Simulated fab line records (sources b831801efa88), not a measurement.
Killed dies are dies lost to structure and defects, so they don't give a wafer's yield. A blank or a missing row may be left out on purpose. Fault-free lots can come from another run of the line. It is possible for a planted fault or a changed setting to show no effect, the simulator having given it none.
Which tool is to blame? :: flow sfq_line :: Sampling: 14 lots, 42 wafers, 6 of 325 route steps

## WHAT THE GAUGES READ, wafer by wafer
SFQ_M0_RS_MEAS_904: measurement is done with a four-point probe.
lot: L743
measured: day 6 19:04
on: film_metro-02
M0_NB_RS (ohm/sq): 0.896 0.891 0.899

lot: L744
measured: day 7 01:52
on: film_metro-02
M0_NB_RS (ohm/sq): 0.896 0.893 0.892

lot: L745
measured: day 7 10:28
on: film_metro-03
M0_NB_RS (ohm/sq): 0.899 0.900 0.901

lot: L747
measured: day 7 22:04
on: film_metro-03
M0_NB_RS (ohm/sq): 0.888 0.888 0.886

lot: L748
measured: day 8 04:44
on: film_metro-03
M0_NB_RS (ohm/sq): 0.877 0.881 0.876

lot: L754
measured: day 9 20:32
on: film_metro-01
M0_NB_RS (ohm/sq): 0.854 0.849 0.862

lot: L755
measured: day 9 22:55
on: film_metro-02
M0_NB_RS (ohm/sq): 0.891 0.885 0.892

lot: L756
measured: day 10 06:04
on: film_metro-02
M0_NB_RS (ohm/sq): 0.868 0.864 0.864

lot: L759
measured: day 11 04:55
on: film_metro-02
M0_NB_RS (ohm/sq): 0.876 0.882 0.878

lot: L761
measured: day 12 00:05
on: film_metro-03
M0_NB_RS (ohm/sq): 0.904 0.904 0.903

lot: L763
measured: day 12 18:57
on: film_metro-03
M0_NB_RS (ohm/sq): 0.888 0.891 0.883

lot: L764
measured: day 13 02:07
on: film_metro-01
M0_NB_RS (ohm/sq): 0.890 0.881 0.896

lot: L765
measured: day 13 10:31
on: film_metro-03
M0_NB_RS (ohm/sq): 0.902 0.891 0.891

lot: L766
measured: day 13 17:43
on: film_metro-02
M0_NB_RS (ohm/sq): 0.883 0.881 0.891

SFQ_I1_OVL_MEAS_913.
lot: L743
measured: day 28 01:31
on: overlay-02
I1_OVL (nm): 1 5 -1

lot: L744
measured: day 28 05:07
on: overlay-01
I1_OVL (nm): 5 2 6

lot: L745
measured: day 28 18:55
on: overlay-01
I1_OVL (nm): -4 4 4

lot: L747
measured: day 29 09:29
on: overlay-01
I1_OVL (nm): 9 -2 10

lot: L748
measured: day 30 00:57
on: overlay-01
I1_OVL (nm): 1 3 9

lot: L754
measured: day 32 12:38
on: overlay-01
I1_OVL (nm): 6 8 8

lot: L755
measured: day 32 13:50
on: overlay-02
I1_OVL (nm): -4 -8 -2

lot: L756
measured: day 32 17:26
on: overlay-02
I1_OVL (nm): -6 2 0

lot: L759
measured: day 33 00:38
on: overlay-01
I1_OVL (nm): 7 6 4

lot: L761
measured: day 33 03:02
on: overlay-02
I1_OVL (nm): 4 9 6

lot: L763
measured: day 33 07:08
on: overlay-01
I1_OVL (nm): 1 3 2

lot: L764
measured: day 33 08:20
on: overlay-02
I1_OVL (nm): 0 3 3

lot: L765
measured: day 33 10:44
on: overlay-02
I1_OVL (nm): -3 2 -10

lot: L766
measured: day 33 13:08
on: overlay-02
I1_OVL (nm): -6 -5 4

SFQ_M3_OVL_MEAS_921.
lot: L743
measured: day 34 19:40
on: overlay-02
M3_OVL (nm): -7 -8 1

lot: L744
measured: day 35 10:04
on: overlay-02
M3_OVL (nm): -7 -11 -13

lot: L745
measured: day 40 17:38
on: overlay-02
M3_OVL (nm): -9 -4 -5

lot: L747
measured: day 41 11:39
on: overlay-02
M3_OVL (nm): 1 2 -4

lot: L748
measured: day 41 20:08
on: overlay-02
M3_OVL (nm): -8 -2 -10

lot: L754
measured: day 49 15:13
on: overlay-01
M3_OVL (nm): -9 6 -5

lot: L755
measured: day 49 17:37
on: overlay-01
M3_OVL (nm): 1 0 -5

lot: L756
measured: day 50 00:48
on: overlay-02
M3_OVL (nm): -10 -9 -8

lot: L759
measured: day 50 10:25
on: overlay-02
M3_OVL (nm): -13 -13 -17

lot: L761
measured: day 50 16:00
on: overlay-02
M3_OVL (nm): -12 -13 -16

lot: L763
measured: day 50 18:24
on: overlay-02
M3_OVL (nm): -5 -7 -6

lot: L764
measured: day 50 20:48
on: overlay-02
M3_OVL (nm): 0 0 -6

lot: L765
measured: day 50 22:00
on: overlay-02
M3_OVL (nm): -8 -4 -8

lot: L766
measured: day 50 23:12
on: overlay-01
M3_OVL (nm): -8 -6 -7

## TOOL THAT RAN EACH LOT (tool first, then ch and the chambers of the sampled wafers, then the start)
lot: L743
SFQ_TRILAYER_M0_DEP_SPUTTER_019: pvd_sputter-04, day 6 17:58
SFQ_TRILAYER_M0_ETCH_METAL_ETCH_024: rie_metal-02 ch 0,1, day 10 07:34
SFQ_TRILAYER_I2_DEP_PECVD_063: pecvd-02 ch 0,1,2, day 28 06:01

lot: L744
SFQ_TRILAYER_M0_DEP_SPUTTER_019: pvd_sputter-05, day 7 01:47
SFQ_TRILAYER_M0_ETCH_METAL_ETCH_024: rie_metal-03 ch 0,1, day 10 11:10
SFQ_TRILAYER_I2_DEP_PECVD_063: pecvd-04 ch 0,1,2, day 28 09:38

lot: L745
SFQ_TRILAYER_M0_DEP_SPUTTER_019: pvd_sputter-04, day 7 10:22
SFQ_TRILAYER_M0_ETCH_METAL_ETCH_024: rie_metal-03 ch 0,1, day 10 21:58
SFQ_TRILAYER_I2_DEP_PECVD_063: pecvd-02 ch 0,2, day 34 11:04

lot: L747
SFQ_TRILAYER_M0_DEP_SPUTTER_019: pvd_sputter-06, day 7 21:55
SFQ_TRILAYER_M0_ETCH_METAL_ETCH_024: rie_metal-03 ch 0, day 11 10:08
SFQ_TRILAYER_I2_DEP_PECVD_063: pecvd-02 ch 0,1,2, day 35 06:17

lot: L748
SFQ_TRILAYER_M0_DEP_SPUTTER_019: pvd_sputter-05, day 8 04:38
SFQ_TRILAYER_M0_ETCH_METAL_ETCH_024: rie_metal-02 ch 0,1, day 11 21:58
SFQ_TRILAYER_I2_DEP_PECVD_063: pecvd-01 ch 0,1,2, day 35 18:16

lot: L754
SFQ_TRILAYER_M0_DEP_SPUTTER_019: pvd_sputter-06, day 9 20:24
SFQ_TRILAYER_M0_ETCH_METAL_ETCH_024: rie_metal-03 ch 1, day 13 20:32
SFQ_TRILAYER_I2_DEP_PECVD_063: pecvd-02 ch 1,2, day 38 07:50

lot: L755
SFQ_TRILAYER_M0_DEP_SPUTTER_019: pvd_sputter-05, day 9 22:48
SFQ_TRILAYER_M0_ETCH_METAL_ETCH_024: rie_metal-02 ch 0,1, day 13 22:47
SFQ_TRILAYER_I2_DEP_PECVD_063: pecvd-01 ch 0,2, day 38 10:15

lot: L756
SFQ_TRILAYER_M0_DEP_SPUTTER_019: pvd_sputter-06, day 10 05:59
SFQ_TRILAYER_M0_ETCH_METAL_ETCH_024: rie_metal-02 ch 0,1, day 14 11:59
SFQ_TRILAYER_I2_DEP_PECVD_063: pecvd-04 ch 0,1, day 38 15:03

lot: L759
SFQ_TRILAYER_M0_DEP_SPUTTER_019: pvd_sputter-05, day 11 04:47
SFQ_TRILAYER_M0_ETCH_METAL_ETCH_024: rie_metal-04 ch 0,1, day 15 19:41
SFQ_TRILAYER_I2_DEP_PECVD_063: pecvd-02 ch 0,2, day 39 01:50

lot: L761
SFQ_TRILAYER_M0_DEP_SPUTTER_019: pvd_sputter-04, day 11 23:59
SFQ_TRILAYER_M0_ETCH_METAL_ETCH_024: rie_metal-02 ch 0,1, day 16 23:29
SFQ_TRILAYER_I2_DEP_PECVD_063: pecvd-02 ch 0,1,2, day 39 06:38

lot: L763
SFQ_TRILAYER_M0_DEP_SPUTTER_019: pvd_sputter-04, day 12 18:50
SFQ_TRILAYER_M0_ETCH_METAL_ETCH_024: rie_metal-02 ch 0,1, day 18 04:19
SFQ_TRILAYER_I2_DEP_PECVD_063: pecvd-04 ch 0,1, day 39 10:14

lot: L764
SFQ_TRILAYER_M0_DEP_SPUTTER_019: pvd_sputter-05, day 13 02:01
SFQ_TRILAYER_M0_ETCH_METAL_ETCH_024: rie_metal-04 ch 0,1, day 18 17:20
SFQ_TRILAYER_I2_DEP_PECVD_063: pecvd-02 ch 0,1,2, day 39 12:38

lot: L765
SFQ_TRILAYER_M0_DEP_SPUTTER_019: pvd_sputter-04, day 13 10:25
SFQ_TRILAYER_M0_ETCH_METAL_ETCH_024: rie_metal-04 ch 0,1, day 19 09:52
SFQ_TRILAYER_I2_DEP_PECVD_063: pecvd-01 ch 0,2, day 39 15:02

lot: L766
SFQ_TRILAYER_M0_DEP_SPUTTER_019: pvd_sputter-04, day 13 17:37
SFQ_TRILAYER_M0_ETCH_METAL_ETCH_024: rie_metal-04 ch 1, day 19 18:19
SFQ_TRILAYER_I2_DEP_PECVD_063: pecvd-04 ch 0,1, day 39 16:14
- SFQ_TRILAYER_M0_DEP_SPUTTER_019: material Nb, target thk 200 nm, time 133.3 s.
- SFQ_TRILAYER_M0_ETCH_METAL_ETCH_024: etches Nb in Cl2/Ar, stops on SiO2, target depth 240 nm, time 120 s.
- SFQ_TRILAYER_I2_DEP_PECVD_063: deposits SiO2 from SiH4/N2O, time 111.11 s, target thk 500 nm.

## WHAT THE TOOLS THEMSELVES READ (means of the sampled wafers that have a number; where no wafer has one, the mark that the record gives instead)
SFQ_TRILAYER_M0_DEP_SPUTTER_019.
lot: L743
tool: pvd_sputter-04
cathode_dc_power_W (W): 2000.5
throttle_valve_pct (%): 30.0

lot: L744
tool: pvd_sputter-05
cathode_dc_power_W (W): 1999.6
throttle_valve_pct (%): 29.9

lot: L745
tool: pvd_sputter-04
cathode_dc_power_W (W): 1999.6
throttle_valve_pct (%): 30.7

lot: L747
tool: pvd_sputter-06
cathode_dc_power_W (W): 1999.7
throttle_valve_pct (%): 29.3

lot: L748
tool: pvd_sputter-05
cathode_dc_power_W (W): 1999.9
throttle_valve_pct (%): 30.0

lot: L754
tool: pvd_sputter-06
cathode_dc_power_W (W): 2087.1
throttle_valve_pct (%): 30.3

lot: L755
tool: pvd_sputter-05
cathode_dc_power_W (W): 2000.3
throttle_valve_pct (%): 30.1

lot: L756
tool: pvd_sputter-06
cathode_dc_power_W (W): 2086.9
throttle_valve_pct (%): 29.6

lot: L759
tool: pvd_sputter-05
cathode_dc_power_W (W): 2000.0
throttle_valve_pct (%): 30.1

lot: L761
tool: pvd_sputter-04
cathode_dc_power_W (W): 2000.2
throttle_valve_pct (%): 29.8

lot: L763
tool: pvd_sputter-04
cathode_dc_power_W (W): 1999.9
throttle_valve_pct (%): 30.3

lot: L764
tool: pvd_sputter-05
cathode_dc_power_W (W): 2000.4
throttle_valve_pct (%): 30.6

lot: L765
tool: pvd_sputter-04
cathode_dc_power_W (W): 1999.8
throttle_valve_pct (%): 30.7

lot: L766
tool: pvd_sputter-04
cathode_dc_power_W (W): 2000.3
throttle_valve_pct (%): 29.4

SFQ_TRILAYER_M0_ETCH_METAL_ETCH_024.
lot: L743
tool: rie_metal-02
drypump_motor_current_A (A): 6.7
he_backside_leak_sccm (sccm): 3.5
oes_product_au (a.u.): 0.893

lot: L744
tool: rie_metal-03
drypump_motor_current_A (A): 6.0
he_backside_leak_sccm (sccm): 3.0
oes_product_au (a.u.): 0.887

lot: L745
tool: rie_metal-03
drypump_motor_current_A (A): 6.0
he_backside_leak_sccm (sccm): 3.1
oes_product_au (a.u.): 0.888

lot: L747
tool: rie_metal-03
drypump_motor_current_A (A): 5.5
he_backside_leak_sccm (sccm): 3.3
oes_product_au (a.u.): 0.892

lot: L748
tool: rie_metal-02
drypump_motor_current_A (A): 6.5
he_backside_leak_sccm (sccm): 3.5
oes_product_au (a.u.): 0.901

lot: L754
tool: rie_metal-03
drypump_motor_current_A (A): 6.3
he_backside_leak_sccm (sccm): 2.9
oes_product_au (a.u.): 0.913

lot: L755
tool: rie_metal-02
drypump_motor_current_A (A): 6.5
he_backside_leak_sccm (sccm): 3.5
oes_product_au (a.u.): 0.891

lot: L756
tool: rie_metal-02
drypump_motor_current_A (A): 6.7
he_backside_leak_sccm (sccm): 3.5
oes_product_au (a.u.): 0.908

lot: L759
tool: rie_metal-04
drypump_motor_current_A (A): 5.9
he_backside_leak_sccm (sccm): 3.6
oes_product_au (a.u.): 0.901

lot: L761
tool: rie_metal-02
drypump_motor_current_A (A): 6.5
he_backside_leak_sccm (sccm): 3.6
oes_product_au (a.u.): 0.884

lot: L763
tool: rie_metal-02
drypump_motor_current_A (A): 6.7
he_backside_leak_sccm (sccm): 3.6
oes_product_au (a.u.): 0.896

lot: L764
tool: rie_metal-04
drypump_motor_current_A (A): 5.9
he_backside_leak_sccm (sccm): 3.6
oes_product_au (a.u.): 0.891

lot: L765
tool: rie_metal-04
drypump_motor_current_A (A): 6.1
he_backside_leak_sccm (sccm): 3.6
oes_product_au (a.u.): 0.893

lot: L766
tool: rie_metal-04
drypump_motor_current_A (A): 6.2
he_backside_leak_sccm (sccm): 3.5
oes_product_au (a.u.): 0.896

SFQ_TRILAYER_I2_DEP_PECVD_063.
lot: L743
tool: pecvd-02
heater_power_w (W): 82
throttle_valve_pct (%): 24.5

lot: L744
tool: pecvd-04
heater_power_w (W): 79
throttle_valve_pct (%): 23.3

lot: L745
tool: pecvd-02
heater_power_w (W): 90
throttle_valve_pct (%): 24.8

lot: L747
tool: pecvd-02
heater_power_w (W): 81
throttle_valve_pct (%): 25.2

lot: L748
tool: pecvd-01
heater_power_w (W): 89
throttle_valve_pct (%): 24.6

lot: L754
tool: pecvd-02
heater_power_w (W): 68
throttle_valve_pct (%): 25.2

lot: L755
tool: pecvd-01
heater_power_w (W): 82
throttle_valve_pct (%): 24.4

lot: L756
tool: pecvd-04
heater_power_w (W): 86
throttle_valve_pct (%): 23.3

lot: L759
tool: pecvd-02
heater_power_w (W): 78
throttle_valve_pct (%): 24.7

lot: L761
tool: pecvd-02
heater_power_w (W): 82
throttle_valve_pct (%): 25.3

lot: L763
tool: pecvd-04
heater_power_w (W): 83
throttle_valve_pct (%): 23.3

lot: L764
tool: pecvd-02
heater_power_w (W): 82
throttle_valve_pct (%): 25.4

lot: L765
tool: pecvd-01
heater_power_w (W): 81
throttle_valve_pct (%): 25.2

lot: L766
tool: pecvd-04
heater_power_w (W): 86
throttle_valve_pct (%): 23.4

## THE ANSWER, worked out from the rows above alone
Rule: the lots themselves supply what counts as usual. Put in order of their means at a reading, lots are off if they are a third of the lots or fewer, leave a main group of 4 or more, and stand apart from it by a gap of 3 or more times the standard deviation of the main group's means; of several such gaps the widest counts. A main group is skipped when, at the precision printed for the reading in the tables above, its means are all equal. Also off: a lot with no number at a reading for which 4 or more lots have one. The other lots that the step has rows for count as sound. After the gauges, taken in route order, come the tools' own readings; for these a lot's mean is taken, as printed above. The first step at which some lot is off is used, and at that step the reading that is off furthest; a lot without a number counts as furthest.
Off at SFQ_TRILAYER_M0_DEP_SPUTTER_019 (cathode_dc_power_W): L754, L756. The main group has a mean of 2000.0 W with a standard deviation of 0.3.
A tool fits if, at that step or a process step before it, it ran every lot that is off, and no sound lot after the first of them. One fits: pvd_sputter-06 at SFQ_TRILAYER_M0_DEP_SPUTTER_019. Its last sound lot is L747 (day 7 21:55), its first lot that is off L754 (day 9 20:24): a fault that began between those two fits.
The tool's own readings at SFQ_TRILAYER_M0_DEP_SPUTTER_019 bear it out: on the lots that are off they differ by more than 5 times the standard deviation of the sound lots' means. cathode_dc_power_W reads 2087.0 W there against 2000.0 W on the sound lots.

## WHAT THE SIMULATOR HAD PUT IN
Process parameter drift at SFQ_TRILAYER_M0_DEP_SPUTTER_019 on pvd_sputter-06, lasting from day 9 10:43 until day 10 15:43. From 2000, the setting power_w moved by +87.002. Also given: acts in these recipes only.
Lots struck among those shown: L754, L756. The same result came from the rule above.
